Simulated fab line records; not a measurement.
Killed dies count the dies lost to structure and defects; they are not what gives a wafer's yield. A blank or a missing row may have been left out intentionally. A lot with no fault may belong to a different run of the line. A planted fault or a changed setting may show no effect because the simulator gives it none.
A lot that was struck, set against a sound lot + flow sky130 + 26 out of 708 route steps
Sound: these wafers, L763.1, L763.3, L763.4. Struck: wafers L753.2, L753.4, L753.6. Last of all comes the cause.
For every step that has rows: the tool of each side, followed by ch and its chambers, followed by its first start. Under that, the readings that differ: sound wafers + struck wafers + difference of the means + sigmas: that difference in standard deviations of wafers without a fault.
alike: words and numbers the same on both sides, and readings whose means are apart by under 2 such deviations; not compared: readings that were withheld, readings missing a value for some wafer, numbers with overlapping values and no deviation given by the record, and bounds like >300 which may hide the same value.
The two part at a step that has a row with sigmas, a row that says differs or no value, or rows on one side only. Numbers that don't overlap but have no deviation are shown without sigmas and don't part them. A reading missing from all wafers of one side parts the sides only when that side holds two or more wafers.

first, 3 steps without rows for these wafers: SKY_CAPM_EXPOSE_09 (exposes mask CAPM, target cd 1000 nm); SKY_CAPM_PEB_10; SKY_CAPM_DEVELOP_11 (develop time 60 s).
SKY_CAPM_OVL_MEAS_12:
  sound: overlay-01 at day 43 08:20; struck: overlay-02 at day 40 01:45
| reading       | sound          | struck       | difference | sigmas |
|---------------|----------------|--------------|------------|--------|
| CAPM_OVL (nm) | -0.9 -4.0 -2.4 | 0.3 1.3 -0.4 | +2.8       | +2     |
SKY_CAPM_METAL_ETCH_13: etches TiN in Cl2/BCl3, stops on SiO2, target depth 220 nm, time 62.9 s.
  sound on rie_metal-02 ch 0,1, day 43 08:22; struck on rie_metal-01 ch 0,1, day 40 01:47
| reading               | sound             | struck            | difference | sigmas |
|-----------------------|-------------------|-------------------|------------|--------|
| oes_product_au (a.u.) | 0.934 0.935 0.931 | 0.949 0.958 0.950 | +0.019     | +2     |
  alike: drypump_motor_current_A, throttle_valve_pct
  not compared: rf_hours_counter_h
SKY_CAPM_STRIP_14: strips in O2/N2.
  sound on plasma_asher-02 ch 0,1, day 43 08:26; struck on plasma_asher-01 ch 0,1, day 40 01:52
  alike: drypump_motor_current_A, o2_flow_sccm, oes_product_au, strip_time_to_endpoint_s
  not compared: rf_hours_counter_h
then, 6 steps without rows for these wafers: SKY_CAPM_STRIP_15 (strips in post etch residue remover, time 1200 s); SKY_CAPM_CLEAN_16 (cleans in IPA, time 180 s); SKY_CAPM_CLEAN_17 (cleans in O3/DIW); SKY_METAL3_DEHYDRATE_05 (time 60 s); SKY_METAL3_HMDS_06 (prime time 60 s); SKY_METAL3_COAT_07 (resist thk 60 nm).
SKY_METAL3_COAT_08: resist thk 1140 nm.
  sound on litho_track-02 ch 0, day 43 19:00; struck on litho_track-04 ch 0, day 40 13:00
| reading                                       | sound                | struck               | difference | sigmas      |
|-----------------------------------------------|----------------------|----------------------|------------|-------------|
| spin_speed_rpm (rpm)                          | 2999.5 2997.4 2997.4 | 2573.9 2574.8 2571.3 | -424.8     | -99 or more |
| model.KrF-thick_of_METAL3_COAT_08.thk_nm (nm) | 1136 1133 1138       | 1233 1238 1234       | +99        |             |
then, 4 steps without rows for these wafers: SKY_METAL3_SOFTBAKE_09 (time 90 s); SKY_METAL3_EXPOSE_10 (exposes mask MM3, target cd 300 nm); SKY_METAL3_PEB_11; SKY_METAL3_DEVELOP_12 (develop time 60 s).
SKY_METAL3_CD_MEAS_13 targets a cd of 300 nm.
  sound: cd_sem-01 at day 44 07:28; struck: cd_sem-01 at day 41 02:50
| reading    | sound             | struck            | difference | sigmas |
|------------|-------------------|-------------------|------------|--------|
| cd_nm (nm) | 297.4 297.4 295.2 | 302.7 303.1 301.7 | +5.8       | +4     |
SKY_METAL3_OVL_MEAS_14:
  sound: overlay-02 at day 44 07:35; struck: overlay-01 at day 41 02:56
  alike: METAL3_OVL
SKY_METAL3_DESCUM_15: chemistry O2, time 8 s.
  sound on rie_metal-01 ch 0,1, day 44 07:37; struck on rie_metal-02 ch 1, day 41 02:58
| reading                 | sound             | struck          | difference | sigmas |
|-------------------------|-------------------|-----------------|------------|--------|
| model.METAL3.cd_nm (nm) | 297.5 298.3 295.1 | 302.8 303 302.3 | +5.7       |        |
  alike: drypump_motor_current_A, oes_product_au
  not compared: rf_hours_counter_h
SKY_METAL3_ETCH_16: etches BARC in N2/H2, stops on SiO2, time 88.2 s, target depth 60 nm.
  sound on rie_metal-01 ch 0,1, day 44 07:39; struck on rie_metal-02 ch 1, day 41 03:00
  alike: drypump_motor_current_A, oes_product_au, throttle_valve_pct
  not compared: rf_hours_counter_h
SKY_METAL3_ETCH_17: etches SiO2 in C4F8/O2/Ar, stops on TiN, time 3.9 s, target depth 15 nm.
  sound on rie_diel-03 ch 1,2,3, day 44 07:45; struck on rie_diel-01 ch 1,2,3, day 41 03:06
| reading                 | sound             | struck            | difference | sigmas |
|-------------------------|-------------------|-------------------|------------|--------|
| model.METAL3.cd_nm (nm) | 297.5 298.2 295.1 | 303.6 304.7 302.8 | +6.8       |        |
  alike: oes_product_au
  not compared: rf_hours_counter_h
SKY_METAL3_METAL_ETCH_18: etches the open film in Cl2/BCl3, stops on SiO2, target depth 845 nm, time 183.1 s.
  sound on rie_metal-02 ch 0,1, day 44 07:46; struck on rie_metal-01 ch 0,1, day 41 03:07
| reading                                       | sound           | struck          | difference | sigmas |
|-----------------------------------------------|-----------------|-----------------|------------|--------|
| model.KrF-thick_of_METAL3_COAT_08.thk_nm (nm) | 525 520.3 534.9 | 605 607.2 628.4 | +87        |        |
  alike: drypump_motor_current_A, oes_product_au, throttle_valve_pct
  not compared: rf_hours_counter_h
SKY_METAL3_STRIP_19: strips in O2/N2.
  sound on plasma_asher-03 ch 0,1, day 44 07:57; struck on plasma_asher-02 ch 0,1, day 41 03:18
| reading                      | sound             | struck            | difference | sigmas |
|------------------------------|-------------------|-------------------|------------|--------|
| oes_product_au (a.u.)        | 0.496 0.494 0.503 | 0.530 0.531 0.543 | +0.037     | +6     |
| strip_time_to_endpoint_s (s) | 6.51 6.46 6.61    | 7.31 7.33 7.55    | +0.87      | +9     |
  alike: drypump_motor_current_A, o2_flow_sccm
  not compared: rf_hours_counter_h
then, 1 step without rows for these wafers: SKY_METAL3_STRIP_20 (strips in post etch residue remover, time 1200 s).
-- the record jumps here: 7 days lie between the struck wafers' starts before and after (it left off in module METAL3 and takes up again in module PAD_OPEN, whose first step shown is number 708 of the route) --
SKY_PAD_OPEN_PROBE_99:
  sound: prober-01 at day 50 10:41; struck: prober-01 at day 47 23:10
| reading            | sound    | struck | difference | sigmas |
|--------------------|----------|--------|------------|--------|
| killed_at_M0_to_M3 | 37 41 46 | 56     | +15        | +2     |
| killed_at_contacts | 28 22 32 | 14     | -13        | -3     |
| killed_short       | 33 34 42 | 56     | +20        | +3     |
  alike: defect_limited_yield, killed_at_M4_up, killed_at_front_end, killed_at_other, killed_dies, killed_open, sort_bin_3_pad_short, sort_bin_5_function, sort_bin_6_memory, sort_n_pass, sort_yield_pct

== WHERE THEY PART ==
Last at SKY_PAD_OPEN_PROBE_99 as far as this record goes, first at SKY_CAPM_OVL_MEAS_12.

WHY: what the simulator had put in
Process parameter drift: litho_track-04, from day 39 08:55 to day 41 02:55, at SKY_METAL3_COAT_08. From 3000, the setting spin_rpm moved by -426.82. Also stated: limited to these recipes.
